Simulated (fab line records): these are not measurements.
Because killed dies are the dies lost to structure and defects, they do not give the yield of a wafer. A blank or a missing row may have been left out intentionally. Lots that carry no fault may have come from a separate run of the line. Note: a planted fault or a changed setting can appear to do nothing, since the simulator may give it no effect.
fab line records -- flow sky130
record: lots: 10, wafers: 30, last-day: 50
route steps=708 shown FIELD_ISO@5 NWELL@67 POLY_GATE@234 CONTACT@433
lots that met no fault: taken from a fault-free run of the same line
start-h: the number of hours between the record's first day and the start of the first shown wafer of the lot -- wait-h: time in hours since the lot's previous step -- " the same as in the row above -- L1.1+2: a row that stands for several wafers -- - no value, or no start given -- * or withheld: withheld -- < > ~ a bound
route shown NAME@n: a module of which the file shows steps, and the number in the route of the first -- usual: mean/standard deviation of fault-free wafers -- same: alike in all rows -- chamber/n: place in a boat -- sites: per-site readings -- _std_site: how widely they spread, as a standard deviation -- _edge_site: mean of outer sites minus mean of inner sites -- radius-mm: for every site, how far away it sits from the centre of the wafer -- mask NAME#n: copy n -- behind: tool/chamber where the wafer was last shaped -- hold: why the lot was held/for how many hours/how that ended -- device: whichever transistor did not switch (one of n, p or np) -- end of line: the route-end tests of the same wafers -- a step given without rows: its recipe and nothing more -- killed: dies that structure and defects cost at the first sort, which is not the same as the wafer's yield -- map: a wafer's dies, x killed, . not, _ none there
set.NAME: the setting as run; set.NAME@STEP: as run at that earlier step -- model.NAME: the simulator's own value behind a step, which no gauge read
route steps across a sampled set of lots; one table per step, one row per wafer
services: when a tool's chamber went out of use (start-h, in hours from the record's first day, below 0 if earlier), for how many hours, and the reason
== steps ==
step: SKY_FIELD_ISO_THK_MEAS_04
recipe: reads: Si3N4_of_FIELD_ISO_CVD_03
usual: FIELD_ISO_CVD_03_THK: 165.5/1.4
lot.wafer,tool,chamber,start-h,wait-h,FIELD_ISO_CVD_03_THK[nm]
L665.1,film-metro-02,-,40.46,0.0,164.8
L665.3,film-metro-02,-,40.46,0.0,164.1
L665.4,film-metro-02,-,40.46,0.0,163.8
L666.1,film-metro-02,-,44.81,0.0,166.7
L666.2,film-metro-02,-,44.81,0.0,165.8
L666.4,film-metro-02,-,44.81,0.0,166.1
L667.3,film-metro-01,-,51.08,0.0,167.9
L667.5,film-metro-01,-,51.08,0.0,167.0
L667.6,film-metro-01,-,51.08,0.0,167.9
L668.1,film-metro-03,-,53.48,0.0,166.6
L668.3,film-metro-03,-,53.48,0.0,167.1
L668.5,film-metro-03,-,53.48,0.0,168.3
L672.1,film-metro-02,-,74.95,0.0,163.6
L672.3,film-metro-02,-,74.95,0.0,163.6
L672.6,film-metro-02,-,74.95,0.0,163.9
L677.1,film-metro-01,-,98.88,0.0,164.9
L677.3,film-metro-01,-,98.88,0.0,164.7
L677.4,film-metro-01,-,98.88,0.0,165.6
L679.3,film-metro-03,-,108.50,0.0,165.5
L679.4,film-metro-03,-,108.50,0.0,166.0
L679.5,film-metro-03,-,108.50,0.0,166.0
L680.2,film-metro-01,-,113.88,0.0,164.2
L680.4,film-metro-01,-,113.88,0.0,164.4
L680.5,film-metro-01,-,113.88,0.0,163.3
L682.2,film-metro-01,-,123.49,0.0,163.2
L682.3,film-metro-01,-,123.49,0.0,164.5
L682.4,film-metro-01,-,123.49,0.0,165.1
L683.2,film-metro-02,-,129.03,0.0,167.8
L683.4,film-metro-02,-,129.03,0.0,167.7
L683.6,film-metro-02,-,129.03,0.0,168.0
step: SKY_NWELL_STRIP_14
recipe: chemistry: O2/N2, power-w: 1400, pressure-mtorr: 1500, platen-temp-c: withheld, o2-flow-sccm: 3000, n2-flow-sccm: 300, overash-fraction: 0.5
usual: drypump-motor-current-A: 5.7/0.31, n2-flow-sccm: 300.2/0.84, oes-product-au: 0.722/0.0044, strip-time-to-endpoint-s: 36.95/0.11
lot.wafer,tool,chamber,start-h,wait-h,drypump-motor-current-A,n2-flow-sccm,oes-product-au,rf-hours-counter-h,strip-time-to-endpoint-s
L665.1,plasma-asher-04,1,115.99,0.1,5.0,300.1,0.721,44,37.01
L665.3,plasma-asher-04,1,115.99,0.1,5.0,300.4,0.724,-,36.95
L665.4,plasma-asher-04,0,115.99,0.1,5.7,301.2,0.718,-,36.92
L666.1,plasma-asher-01,0,122.29,0.1,5.9,300.3,0.723,0,36.96
L666.2,plasma-asher-01,1,122.29,0.1,5.8,299.1,0.722,0,36.75
L666.4,plasma-asher-01,1,122.29,0.1,5.8,300.3,0.723,-,36.84
L667.3,plasma-asher-01,0,131.52,0.1,5.9,299.6,0.724,-,36.86
L667.5,plasma-asher-01,1,131.52,0.1,5.8,299.0,0.725,-,36.90
L667.6,plasma-asher-01,0,131.52,0.1,5.9,300.0,0.726,-,36.90
L668.1,plasma-asher-02,1,132.29,0.1,5.7,298.9,0.728,29,37.10
L668.3,plasma-asher-02,0,132.29,0.1,6.0,299.0,0.728,-,37.10
L668.5,plasma-asher-02,0,132.29,0.1,6.0,300.6,0.723,-,37.01
L672.1,plasma-asher-02,0,155.99,0.1,6.0,299.9,0.720,31,36.98
L672.3,plasma-asher-02,1,155.99,0.1,5.7,300.8,0.723,-,36.93
L672.6,plasma-asher-02,0,155.99,0.1,6.0,300.6,0.720,-,36.85
L677.1,plasma-asher-04,1,184.58,0.1,5.0,300.2,0.728,51,36.94
L677.3,plasma-asher-04,1,184.58,0.1,5.1,300.6,0.717,-,36.98
L677.4,plasma-asher-04,0,184.58,0.1,5.7,301.6,0.719,-,36.91
L679.3,plasma-asher-02,0,197.84,0.1,6.0,300.7,0.719,-,36.77
L679.4,plasma-asher-02,1,197.84,0.1,5.7,299.6,0.726,-,36.81
L679.5,plasma-asher-02,1,197.84,0.1,5.7,301.6,0.719,-,36.72
L680.2,plasma-asher-02,1,202.23,0.1,5.7,301.0,0.723,35,36.99
L680.4,plasma-asher-02,0,202.23,0.1,6.0,299.5,0.723,-,36.96
L680.5,plasma-asher-02,0,202.23,0.1,6.1,300.5,0.721,-,36.90
L682.2,plasma-asher-01,0,213.64,0.1,5.9,299.3,0.720,8,36.97
L682.3,plasma-asher-01,0,213.64,0.1,5.9,299.1,0.714,-,36.91
L682.4,plasma-asher-01,1,213.64,0.1,5.8,299.9,0.725,-,36.97
L683.2,plasma-asher-01,1,220.39,0.1,5.8,300.7,0.718,9,37.19
L683.4,plasma-asher-01,0,220.39,0.1,5.9,300.4,0.724,-,37.16
L683.6,plasma-asher-01,0,220.39,0.1,5.9,301.2,0.727,-,37.19
step: SKY_POLY_GATE_OXIDATION_20
recipe: temp-c: 850, ambient: O2, stabilise-s: 600, purge-s: 300, target-thk-a: 40, ox-time-s: 899
usual: spike-tc-bottom-C: 866.1/2, spike-tc-centre-C: 849.8/0.99, spike-tc-lower-C: 850.8/1.1, spike-tc-top-C: 861.5/1.3, spike-tc-upper-C: 848.6/1.1, zone-power-bottom-pct: 26.4/0.3, zone-power-centre-pct: 16.1/1.6, zone-power-lower-pct: 16.5/1.4, zone-power-upper-pct: 16.6/0.3
same: ox-time-s: 899
lot.wafer,tool,chamber,start-h,wait-h,spike-tc-bottom-C,spike-tc-centre-C,spike-tc-lower-C,spike-tc-top-C,spike-tc-upper-C,zone-power-bottom-pct,zone-power-centre-pct,zone-power-lower-pct,zone-power-upper-pct
L665.1,furnace-01,0,420.99,2.6,868.6,850.2,851.9,860.8,848.6,26.3,14.8,15.2,16.6
L665.3,furnace-01,0,420.99,2.6,866.1,848.3,851.7,861.9,849.1,26.4,14.9,15.1,16.6
L665.4,furnace-01,0,420.99,2.6,868.2,849.2,849.9,860.3,848.9,26.5,14.6,15.5,16.8
L666.1,furnace-01,0,433.35,1.7,867.9,849.7,850.9,860.9,848.2,26.1,14.7,15.2,16.6
L666.2,furnace-01,0,433.35,1.7,867.8,848.6,850.7,859.0,848.0,25.9,14.7,15.3,16.8
L666.4,furnace-01,0,433.35,1.7,867.4,850.5,850.4,858.9,850.4,26.9,14.7,15.4,16.8
L667.3,furnace-02,0,442.03,0.4,863.5,849.2,850.2,861.6,848.8,26.4,18.2,18.3,16.2
L667.5,furnace-02,0,442.03,0.4,863.4,847.7,850.8,862.6,846.6,26.8,18.2,17.9,16.3
L667.6,furnace-02,0,442.03,0.4,865.3,849.0,849.8,862.7,847.7,26.6,18.0,18.2,16.3
L668.1,furnace-01,0,444.65,0.0,866.0,851.0,851.3,861.3,848.0,26.2,14.8,15.4,16.8
L668.3,furnace-01,0,444.65,0.0,867.2,849.9,850.0,862.0,850.0,26.3,14.7,15.5,16.9
L668.5,furnace-01,0,444.65,0.0,866.5,848.7,852.0,861.8,849.2,26.5,14.7,15.4,16.8
L672.1,furnace-02,0,485.31,0.0,864.5,849.5,851.2,860.8,848.8,26.3,17.8,18.3,16.2
L672.3,furnace-02,0,485.31,0.0,864.6,850.6,850.0,859.8,846.9,26.7,18.2,18.1,15.7
L672.6,furnace-02,0,485.31,0.0,863.8,849.3,851.9,861.5,847.5,26.1,17.7,18.1,16.7
L677.1,furnace-02,0,523.30,0.0,897.6,881.5,881.5,893.2,880.6,28.7,19.5,19.3,17.5
L677.3,furnace-02,0,523.30,0.0,896.8,882.7,882.4,895.6,881.1,28.4,19.5,19.6,17.4
L677.4,furnace-02,0,523.30,0.0,896.3,881.4,883.0,894.7,881.2,28.8,19.1,19.7,17.4
L679.3,furnace-02,0,541.50,0.0,895.4,880.7,882.9,893.7,880.1,28.5,19.5,19.5,17.8
L679.4,furnace-02,0,541.50,0.0,897.2,881.2,883.3,893.7,879.8,28.7,19.5,19.8,17.3
L679.5,furnace-02,0,541.50,0.0,894.2,880.5,882.2,895.8,880.4,29.2,19.5,19.4,17.6
L680.2,furnace-02,0,547.14,0.0,893.3,881.9,882.0,894.6,880.1,28.6,19.4,19.3,17.5
L680.4,furnace-02,0,547.14,0.0,898.2,880.5,881.9,894.5,880.8,28.6,19.5,19.6,17.3
L680.5,furnace-02,0,547.14,0.0,895.6,880.7,883.6,893.1,879.0,28.0,19.6,19.4,17.3
L682.2,furnace-01,0,563.95,0.0,866.9,850.8,851.1,860.0,847.5,26.5,14.7,15.4,16.6
L682.3,furnace-01,0,563.95,0.0,867.7,850.4,850.8,861.0,848.9,26.6,14.7,14.9,16.7
L682.4,furnace-01,0,563.95,0.0,867.3,848.7,850.9,860.3,848.9,26.0,14.9,15.4,16.6
L683.2,furnace-01,0,572.37,1.8,868.1,851.5,850.5,861.2,849.5,26.3,14.7,15.4,16.8
L683.4,furnace-01,0,572.37,1.8,867.9,849.4,851.5,862.8,848.7,25.7,14.7,15.1,16.6
L683.6,furnace-01,0,572.37,1.8,866.9,848.2,849.6,859.6,848.9,26.2,14.6,15.5,17.0
step: SKY_POLY_GATE_THK_MEAS_21
recipe: reads: SiO2_of_POLY_GATE_OXIDATION_20
usual: POLY_GATE_OXIDATION_THK: 4.02/0.074
lot.wafer,tool,chamber,start-h,wait-h,hold,POLY_GATE_OXIDATION_THK[nm]
L665.1,film-metro-01,-,422.24,0.0,-,4.19
L665.3,film-metro-01,-,422.24,0.0,-,4.22
L665.4,film-metro-01,-,422.24,0.0,-,4.16
L666.1,film-metro-03,-,434.60,0.0,-,3.99
L666.2,film-metro-03,-,434.60,0.0,-,4.01
L666.4,film-metro-03,-,434.60,0.0,-,4.14
L667.3,film-metro-01,-,443.30,0.0,-,4.14
L667.5,film-metro-01,-,443.30,0.0,-,4.03
L667.6,film-metro-01,-,443.30,0.0,-,4.04
L668.1,film-metro-04,-,445.90,0.0,-,4.04
L668.3,film-metro-04,-,445.90,0.0,-,4.02
L668.5,film-metro-04,-,445.90,0.0,-,4.08
L672.1,film-metro-03,-,486.56,0.0,-,4.00
L672.3,film-metro-03,-,486.56,0.0,-,3.94
L672.6,film-metro-03,-,486.56,0.0,-,3.94
L677.1,film-metro-03,-,524.55,0.0,await-dispo/0.2h/release,5.86
L677.3,film-metro-03,-,524.55,0.0,await-dispo/0.2h/release,5.81
L677.4,film-metro-03,-,524.55,0.0,await-dispo/0.2h/release,5.81
L677.1,film-metro-03,-,524.77,0.2,-,5.84
L677.3,film-metro-03,-,524.77,0.2,-,5.81
L677.4,film-metro-03,-,524.77,0.2,-,5.83
L679.3,film-metro-04,-,542.77,0.0,await-dispo/0.2h/release,5.88
L679.4,film-metro-04,-,542.77,0.0,await-dispo/0.2h/release,5.90
L679.5,film-metro-04,-,542.77,0.0,await-dispo/0.2h/release,5.95
L679.3,film-metro-04,-,543.00,0.2,-,5.82
L679.4,film-metro-04,-,543.00,0.2,-,5.91
L679.5,film-metro-04,-,543.00,0.2,-,5.94
L680.2,film-metro-04,-,548.40,0.0,await-dispo/0.2h/release,5.84
L680.4,film-metro-04,-,548.40,0.0,await-dispo/0.2h/release,6.01
L680.5,film-metro-04,-,548.40,0.0,await-dispo/0.2h/release,5.95
L680.2,film-metro-04,-,548.63,0.2,-,5.91
L680.4,film-metro-04,-,548.63,0.2,-,6.00
L680.5,film-metro-04,-,548.63,0.2,-,5.96
L682.2,film-metro-03,-,565.21,0.0,-,4.09
L682.3,film-metro-03,-,565.21,0.0,-,4.08
L682.4,film-metro-03,-,565.21,0.0,-,4.04
L683.2,film-metro-04,-,573.63,0.0,-,4.00
L683.4,film-metro-04,-,573.63,0.0,-,3.91
L683.6,film-metro-04,-,573.63,0.0,-,4.09
step: SKY_CONTACT_CMP_27
recipe: stop-on: SiO2, t-overpolish-s: 15, down-force-psi: 3.5, platen-rpm: 60, target-thk-nm: 0, pad-velocity-m-s: 0.94248
usual: motor-current-A: 10.9/1.1, overpolish-run-s: 14.999/0.0085, platen-rpm: 59.99/0.042, retaining-ring-pressure-frac: 1.000/0.005, time-to-endpoint-s: 81/3.8
lot.wafer,tool,chamber,start-h,wait-h,motor-current-A,overpolish-run-s,platen-rpm,retaining-ring-pressure-frac,time-to-endpoint-s
L665.4,cmp-02,0,779.94,0.0,10.3,14.985,60.03,1.003,76
L665.1,cmp-02,1,779.94,0.0,12.0,14.997,60.05,0.988,87
L665.3,cmp-02,3,779.94,0.0,8.9,15.008,59.99,0.998,77
L666.4,cmp-02,3,790.46,0.0,8.8,14.996,59.98,1.007,78
L666.1,cmp-02,1,790.46,0.0,11.9,14.997,59.99,1.003,88
L666.2,cmp-02,2,790.46,0.0,13.1,15.003,60.00,1.001,82
L667.3,cmp-01,3,798.58,0.1,11.5,15.006,59.97,1.008,83
L667.6,cmp-01,2,798.58,0.1,11.1,14.985,60.03,0.993,78
L667.5,cmp-01,3,798.58,0.1,11.4,14.990,59.96,1.003,80
L668.3,cmp-02,2,800.48,0.1,12.8,14.998,60.00,1.000,83
L668.1,cmp-02,3,800.48,0.1,8.9,14.989,60.01,0.995,77
L668.5,cmp-02,2,800.48,0.1,12.5,15.008,60.01,0.999,80
L672.3,cmp-02,3,834.55,0.1,8.6,14.997,59.93,1.004,82
L672.1,cmp-02,1,834.55,0.1,11.5,15.005,60.03,1.002,87
L672.6,cmp-02,2,834.55,0.1,11.9,15.005,60.01,0.999,82
L677.1,cmp-02,2,869.75,0.2,12.4,14.994,60.02,1.011,89
L677.3,cmp-02,3,869.75,0.2,8.8,14.988,60.01,1.007,85
L677.4,cmp-02,0,869.75,0.2,10.3,15.009,59.99,0.996,83
L679.4,cmp-01,2,886.26,0.1,11.0,15.012,60.10,0.996,75
L679.3,cmp-01,3,886.26,0.1,11.3,14.991,60.09,1.004,81
L679.5,cmp-01,1,886.26,0.1,11.7,15.020,59.96,1.004,80
L680.4,cmp-01,3,887.82,0.0,11.0,14.998,59.99,1.006,80
L680.2,cmp-01,0,887.82,0.0,10.5,15.004,59.99,1.002,83
L680.5,cmp-01,0,887.82,0.0,10.4,14.995,59.94,0.995,85
L682.2,cmp-02,0,904.03,0.0,10.2,15.009,60.05,1.010,80
L682.3,cmp-02,2,904.03,0.0,12.7,14.988,60.02,0.996,84
L682.4,cmp-02,3,904.03,0.0,8.5,14.980,60.00,0.989,83
L683.2,cmp-02,0,913.14,0.1,10.3,15.013,60.05,1.004,78
L683.4,cmp-02,1,913.14,0.1,11.9,15.006,59.96,0.995,85
L683.6,cmp-02,3,913.14,0.1,8.5,15.007,60.02,1.000,77
== services ==
tool,chamber,start-h,hours,kind
cmp-02,-,111.57,9.0,pm
cmp-02,-,128.13,2.9,repair
furnace-02,-,169.90,1.9,pm
furnace-01,-,211.23,4.1,pm
furnace-02,-,232.79,2.5,pm
furnace-01,-,236.03,2.1,pm
furnace-02,-,245.03,3.3,pm
furnace-01,-,329.06,11.4,pm
cmp-02,-,336.57,2.5,repair
cmp-02,-,352.24,3.2,pm
cmp-02,-,357.04,5.0,pm
furnace-02,-,400.63,3.4,pm
cmp-02,-,404.00,4.0,pm
furnace-01,-,415.41,2.9,pm
furnace-01,-,514.58,5.8,pm
cmp-02,-,519.97,22.3,repair
furnace-02,-,526.32,4.3,pm
furnace-01,-,547.23,4.7,pm
cmp-02,-,665.49,1.0,repair
cmp-02,-,707.97,1.5,repair
cmp-02,-,721.24,4.8,pm
cmp-02,-,744.00,4.0,pm
cmp-02,-,801.44,4.4,repair
cmp-02,-,852.12,1.7,repair
== key ==
first-sign: step: SKY_POLY_GATE_OXIDATION_20, reading: spike-tc-centre-C, direction: up, sigmas: 32, usual: 849.8, struck: 881.2
effect: step: SKY_POLY_GATE_OXIDATION_20, reading: spike-tc-lower-C, direction: up, sigmas: 30, usual: 850.8, struck: 882.5
effect: step: SKY_POLY_GATE_THK_MEAS_21, reading: visit, direction: added
effect: step: SKY_POLY_GATE_THK_MEAS_21, reading: POLY_GATE_OXIDATION_THK, direction: up, sigmas: 25, usual: 4.02, struck: 5.89
met-at SKY_POLY_GATE_OXIDATION_20
struck-lots L677,L679,L680
tester-left-out L677,L679,L680
not-acting-at SKY_FIELD_ISO_THK_MEAS_04,SKY_NWELL_STRIP_14,SKY_CONTACT_CMP_27
onset-between 485.31 523.30
fault: kind: process-parameter-drift, tool: furnace-02, chamber: -, onset-h: 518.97, steps: SKY_POLY_GATE_OXIDATION_20, channel: temp-c, offset: *, shape: step, end-h: 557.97, acts-in: *, stated: *
tester-left-out: of these lots the tester's yield and bins aren't shown, on N5 and GAA mostly nor the transistor test; their killed dies are dies lost to structure and defects alone, not to doping, threshold or leakage, so they don't give the yield
